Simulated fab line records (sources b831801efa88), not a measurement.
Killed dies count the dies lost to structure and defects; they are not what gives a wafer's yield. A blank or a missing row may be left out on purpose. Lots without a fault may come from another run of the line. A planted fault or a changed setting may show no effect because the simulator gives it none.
A lot that was struck, set against a sound lot || flow gf180mcu || 16 out of 602 route steps
Sound: these wafers, L426.1, L426.2, L426.6. The struck wafers were L436.2, L436.3, L436.5. Last of all comes the cause.
For every step that has rows: the tool of each side, followed by ch and its chambers, followed by its first start. Under that, the readings that differ: sound wafers || struck wafers || difference of the means || sigmas: that difference in standard deviations of wafers without a fault.
alike: same words and numbers on both sides, and readings whose means sit less than 2 such deviations apart. not compared: any withheld reading, any reading some wafer has no value for, any bound like >300 that may hide the same value, and any number with overlapping values for which the record gives no deviation.
The two part at a step that has a row with sigmas, a row that says differs or no value, or rows on one side only. Numbers that don't overlap but have no deviation are shown without sigmas and don't part them. A reading missing from all wafers of one side parts the sides only when that side holds two or more wafers.

first, 1 step without rows for these wafers: GF_POLY_GATE_OXIDATION_16 (stabilise 600 s, purge 300 s, target thk 4 nm).
GF_POLY_GATE_THK_MEAS_17:
  sound on filmMetro-03, day 9 14:34; struck on filmMetro-03, day 12 18:46
  alike: POLY_GATE_OXIDATION_THK
GF_POLY_GATE_CD_MEAS_18:
  sound on cdSem-01, day 9 14:38; struck on cdSem-02, day 12 18:51
  alike: cdNm
then, 7 steps without rows for these wafers: GF_HV_LDD_DEHYDRATE_00 (time 60 s); GF_HV_LDD_HMDS_01 (prime time 60 s); GF_HV_LDD_COAT_02 (resist thk 1000 nm); GF_HV_LDD_SOFTBAKE_03 (time 60 s); GF_HV_LDD_EXPOSE_04 (exposes mask Nplus LV AREA, target cd 400 nm); GF_HV_LDD_PEB_05; GF_HV_LDD_DEVELOP_06 (develop time 60 s).
GF_HV_LDD_CD_MEAS_07 targets a cd of 400 nm.
  sound on cdSem-02, day 10 08:08; struck on cdSem-02, day 13 13:27
  alike: cdNm
GF_HV_LDD_OVL_MEAS_08:
  sound on overlay-01, day 10 08:15; struck on overlay-02, day 13 13:33
  alike: HV_LDD_OVL
GF_HV_LDD_IMPLANT_09:
  sound on implanter-02 ch 0, day 10 08:17; struck on implanter-02 ch 0, day 13 13:37
{"reading": "doseIonsCm2", "sound": "1.0004e+14 9.99e+13 9.996e+13", "struck": "1.007e+13 1.008e+13 1.021e+13", "difference": -8.985e+13, "sigmas": "-99 or more"}
{"reading": "faradayCurrentUA", "sound": "557 567 571", "struck": "56 57 58", "difference": -508, "sigmas": -51}
GF_HV_LDD_STRIP_10: strips in O2/N2.
  sound on plasmaAsher-04 ch 0,1, day 10 08:26; struck on plasmaAsher-01 ch 0,1, day 13 13:44
  alike: drypumpMotorCurrentA, heaterPowerW, oesProductAu, stripTimeToEndpointS
  not compared: rfHoursCounterH
GF_HV_LDD_TW_MEAS_11:
  sound on filmMetro-02, day 10 08:32; struck on filmMetro-03, day 13 14:04
{"reading": "HV_LDD_TW", "sound": "2400 2397 2396", "struck": "1198 1169 1179", "difference": -1216, "sigmas": "-99 or more"}
  not compared: hold
GF_PASSIVATION_PROBE_99:
  the record holds rows for the sound wafers here (prober-02, day 29 09:43) but none for the struck ones

== WHERE THEY PART ==
Last at GF_PASSIVATION_PROBE_99 as far as this record goes, first at GF_HV_LDD_IMPLANT_09.

WHY: whatever the simulator had introduced
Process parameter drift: implanter-02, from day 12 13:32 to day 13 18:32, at GF_HV_LDD_IMPLANT_09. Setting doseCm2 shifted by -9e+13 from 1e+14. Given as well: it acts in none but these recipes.
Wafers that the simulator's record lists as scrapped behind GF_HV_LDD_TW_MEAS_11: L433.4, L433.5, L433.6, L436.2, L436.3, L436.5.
